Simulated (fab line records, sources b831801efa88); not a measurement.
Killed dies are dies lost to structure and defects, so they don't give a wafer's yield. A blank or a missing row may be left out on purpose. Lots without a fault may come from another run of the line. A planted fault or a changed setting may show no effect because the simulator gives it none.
Which tool did it? | flow sky130 | 10 lots, 30 wafers sampled, at 7 steps of a route of 708

WHAT THE GAUGES READ, wafer by wafer
SKY_LOCAL_INTERCONNECT_CD_MEAS_11: target cd 170 nm. Usual: cd_nm 169.5 nm, standard deviation 1.3.
lot  | measured     | on        | cd_nm (nm)        | flag
L385 | day 31 17:19 | cd_sem-01 | 169.2 169.8 169.6 |
L386 | day 31 21:38 | cd_sem-02 | 168.8 170.4 169.5 |
L387 | day 32 20:32 | cd_sem-02 | 167.0 167.7 168.6 |
L388 | day 32 23:32 | cd_sem-02 | 169.3 171.3 171.0 |
L390 | day 33 11:20 | cd_sem-01 | 169.8 170.7 168.6 |
L392 | day 33 23:59 | cd_sem-02 | 168.8 169.5 169.0 |
L394 | day 34 12:13 | cd_sem-02 | 170.1 169.6 170.1 |
L401 | day 36 20:02 | cd_sem-02 | 169.8 170.1 167.9 |
L402 | day 36 21:25 | cd_sem-02 | 170.8 170.7 169.7 |
L405 | day 37 19:20 | cd_sem-02 | 169.1 167.5 168.8 |

SKY_VIA1_RS_MEAS_22: measures by four-point-probe. Usual: VIA1_W_RS 0.426 ohm/sq, standard deviation 0.0099.
lot  | measured     | on            | VIA1_W_RS (ohm/sq) | flag
L385 | day 35 07:26 | film_metro-01 | 0.416 0.417 0.436  |
L386 | day 35 10:14 | film_metro-04 | 0.441 0.414 0.439  |
L387 | day 36 10:25 | film_metro-01 | 0.419 0.443 0.422  |
L388 | day 36 14:05 | film_metro-04 | 0.430 0.423 0.424  |
L390 | day 37 00:45 | film_metro-01 | 0.439 0.435 0.442  |
L392 | day 37 12:55 | film_metro-01 | 0.433 0.429 0.436  |
L394 | day 38 01:24 | film_metro-01 | 0.432 0.417 0.412  |
L401 | day 40 07:18 | film_metro-04 | 0.425 1.236 0.428  | OFF
L402 | day 40 08:11 | film_metro-04 | 1.232 0.432 0.414  | OFF
L405 | day 41 05:20 | film_metro-01 | 0.423 0.438 0.428  |

SKY_VIA1_THK_MEAS_23: measures by xrf. Usual: VIA1_W_THK 271 nm, standard deviation 7.1.
lot  | measured     | on            | VIA1_W_THK (nm) | flag
L385 | day 35 07:32 | film_metro-01 | 279 278 267     |
L386 | day 35 10:22 | film_metro-04 | 256 273 258     |
L387 | day 36 10:31 | film_metro-01 | 274 262 275     |
L388 | day 36 14:13 | film_metro-04 | 261 267 267     |
L390 | day 37 00:52 | film_metro-01 | 263 264 260     |
L392 | day 37 13:01 | film_metro-01 | 266 268 263     |
L394 | day 38 01:31 | film_metro-01 | 267 277 279     |
L401 | day 40 07:25 | film_metro-04 | 267 95 265      | OFF
L402 | day 40 08:18 | film_metro-04 | 95 263 275      | OFF
L405 | day 41 05:27 | film_metro-01 | 273 265 270     |

SKY_VIA2_THK_MEAS_23: measures by xrf. Usual: VIA2_W_THK 426 nm, standard deviation 8.6.
lot  | measured     | on            | VIA2_W_THK (nm) | flag
L385 | day 37 14:20 | film_metro-03 | 425 427 425     |
L386 | day 37 17:50 | film_metro-02 | 428 437 432     |
L387 | day 38 18:06 | film_metro-04 | 414 415 409     |
L388 | day 38 20:50 | film_metro-02 | 430 434 436     |
L390 | day 39 08:10 | film_metro-03 | 435 437 433     |
L392 | day 39 19:27 | film_metro-02 | 429 427 441     |
L394 | day 40 06:57 | film_metro-02 | 425 437 434     |
L401 | day 42 12:23 | film_metro-02 | 430 419 418     |
L402 | day 42 11:42 | film_metro-02 | 423 436 428     |
L405 | day 43 08:40 | film_metro-02 | 417 424 418     |

WHICH TOOL RAN EACH LOT (tool, then ch and the chambers of the sampled wafers, then the start)
lot  | SKY_METAL1_ETCH_18                | SKY_VIA1_CVD_21               | SKY_VIA1_CMP_24
L385 | rie_metal-01 ch 0,1, day 34 02:26 | cvd_w-02 ch 0,1, day 35 07:14 | cmp-02 ch 0,2,3, day 35 07:41
L386 | rie_metal-03 ch 0, day 34 05:43   | cvd_w-02 ch 0,1, day 35 10:09 | cmp-01 ch 1,2, day 35 10:25
L387 | rie_metal-03 ch 0,1, day 35 06:12 | cvd_w-02 ch 0,1, day 36 10:19 | cmp-02 ch 0,1,3, day 36 10:39
L388 | rie_metal-04 ch 0,1, day 35 08:39 | cvd_w-01 ch 0,1, day 36 14:00 | cmp-02 ch 1,2, day 36 14:16
L390 | rie_metal-01 ch 1, day 35 19:34   | cvd_w-01 ch 0,1, day 37 00:40 | cmp-02 ch 1,2,3, day 37 00:59
L392 | rie_metal-03 ch 0,1, day 36 08:30 | cvd_w-02 ch 1, day 37 12:46   | cmp-01 ch 0,1,2, day 37 13:08
L394 | rie_metal-01 ch 0,1, day 36 21:23 | cvd_w-02 ch 0,1, day 38 01:17 | cmp-01 ch 1,2,3, day 38 01:40
L401 | rie_metal-03 ch 0,1, day 39 03:59 | cvd_w-02 ch 0,1, day 40 07:12 | cmp-02 ch 1,3, day 40 07:29
L402 | rie_metal-01 ch 1, day 39 05:11   | cvd_w-02 ch 0,1, day 40 08:05 | cmp-02 ch 2,3, day 40 08:21
L405 | rie_metal-01 ch 0,1, day 40 02:18 | cvd_w-01 ch 0,1, day 41 05:14 | cmp-01 ch 0,1,3, day 41 05:34
- SKY_METAL1_ETCH_18: etches BARC in N2/H2, stops on SiO2, time 45.9 s, target depth 60 nm.
- SKY_VIA1_CVD_21: deposits W, target thk 270 nm, time 80.902 s.
- SKY_VIA1_CMP_24: polishes, stops on SiO2, t overpolish 15 s, target thk 0 nm.

WHAT THE TOOLS THEMSELVES READ (means of the sampled wafers that have a number; where no wafer has one, the mark that the record gives instead)
SKY_METAL1_ETCH_18. Usual: chamber_pressure_mTorr 29.99 mTorr, standard deviation 0.051; drypump_motor_current_A 5.9 A, standard deviation 0.32; oes_product_au 0.855 a.u., standard deviation 0.0045; throttle_valve_pct 13.224 %, standard deviation 0.009.
lot  | tool         | chamber_pressure_mTorr (mTorr) | drypump_motor_current_A (A) | oes_product_au (a.u.) | throttle_valve_pct (%) | flag
L385 | rie_metal-01 | 30.00                          | 5.7                         | 0.858                 | 13.218                 |
L386 | rie_metal-03 | 29.98                          | 5.9                         | 0.852                 | 13.221                 |
L387 | rie_metal-03 | 29.99                          | 6.1                         | 0.854                 | 13.223                 |
L388 | rie_metal-04 | 29.97                          | 5.8                         | 0.852                 | 13.226                 |
L390 | rie_metal-01 | 29.99                          | 5.5                         | 0.852                 | 13.224                 |
L392 | rie_metal-03 | 30.00                          | 6.1                         | 0.858                 | 13.231                 |
L394 | rie_metal-01 | 29.99                          | 5.7                         | 0.857                 | 13.221                 |
L401 | rie_metal-03 | 29.99                          | 6.1                         | 0.852                 | 13.226                 |
L402 | rie_metal-01 | 30.01                          | 5.5                         | 0.855                 | 13.216                 |
L405 | rie_metal-01 | 29.97                          | 5.7                         | 0.852                 | 13.225                 |

SKY_VIA1_CVD_21. Usual: heater_power_w 825 W, standard deviation 99.
lot  | tool     | heater_power_w (W) | flag
L385 | cvd_w-02 | 809                |
L386 | cvd_w-02 | 868                |
L387 | cvd_w-02 | 810                |
L388 | cvd_w-01 | 755                |
L390 | cvd_w-01 | 724                |
L392 | cvd_w-02 | 962                |
L394 | cvd_w-02 | 804                |
L401 | cvd_w-02 | 882                |
L402 | cvd_w-02 | 833                |
L405 | cvd_w-01 | 721                |

SKY_VIA1_CMP_24. Usual: edge_zone_pressure_frac 1.000, standard deviation 0.0048; motor_current_A 11.3 A, standard deviation 1.1; time_to_endpoint_s 65 s, standard deviation 3.9.
lot  | tool   | edge_zone_pressure_frac | motor_current_A (A) | time_to_endpoint_s (s) | flag
L385 | cmp-02 | 1.000                   | 11.0                | 63                     |
L386 | cmp-01 | 1.001                   | 11.4                | 66                     |
L387 | cmp-02 | 0.999                   | 10.2                | 63                     |
L388 | cmp-02 | 0.999                   | 12.0                | 69                     |
L390 | cmp-02 | 1.003                   | 11.5                | 63                     |
L392 | cmp-01 | 0.995                   | 10.9                | 68                     |
L394 | cmp-01 | 0.997                   | 11.7                | 65                     |
L401 | cmp-02 | 0.998                   | 11.4                | 52                     | OFF
L402 | cmp-02 | 1.000                   | 11.3                | 54                     |
L405 | cmp-01 | 1.005                   | 11.1                | 63                     |

THE ANSWER, worked out from the rows above alone
Rule: a lot is off if the mean of its wafers that have a number lies more than 3 standard deviations from the usual mean. A lot without any number at a reading at which 4 lots or more have one is off too. The other lots that the step has rows for count as sound. The gauges are gone through in route order, then the tools' own readings, and for those a lot's mean is taken as printed above. The first step at which some lot is off is used, and at that step the reading that is off furthest; a lot without a number counts as furthest.
Off: L401, L402, at SKY_VIA1_RS_MEAS_22 (VIA1_W_RS).
A tool fits if, at a process step before that reading, it ran every lot that is off, and no sound lot after the first of them. The gauges at SKY_VIA1_RS_MEAS_22 are tried like those tools. Can't be told from this: 2 tools fit, cvd_w-02 at SKY_VIA1_CVD_21, film_metro-04 at SKY_VIA1_RS_MEAS_22.

WHAT THE SIMULATOR HAD PUT IN
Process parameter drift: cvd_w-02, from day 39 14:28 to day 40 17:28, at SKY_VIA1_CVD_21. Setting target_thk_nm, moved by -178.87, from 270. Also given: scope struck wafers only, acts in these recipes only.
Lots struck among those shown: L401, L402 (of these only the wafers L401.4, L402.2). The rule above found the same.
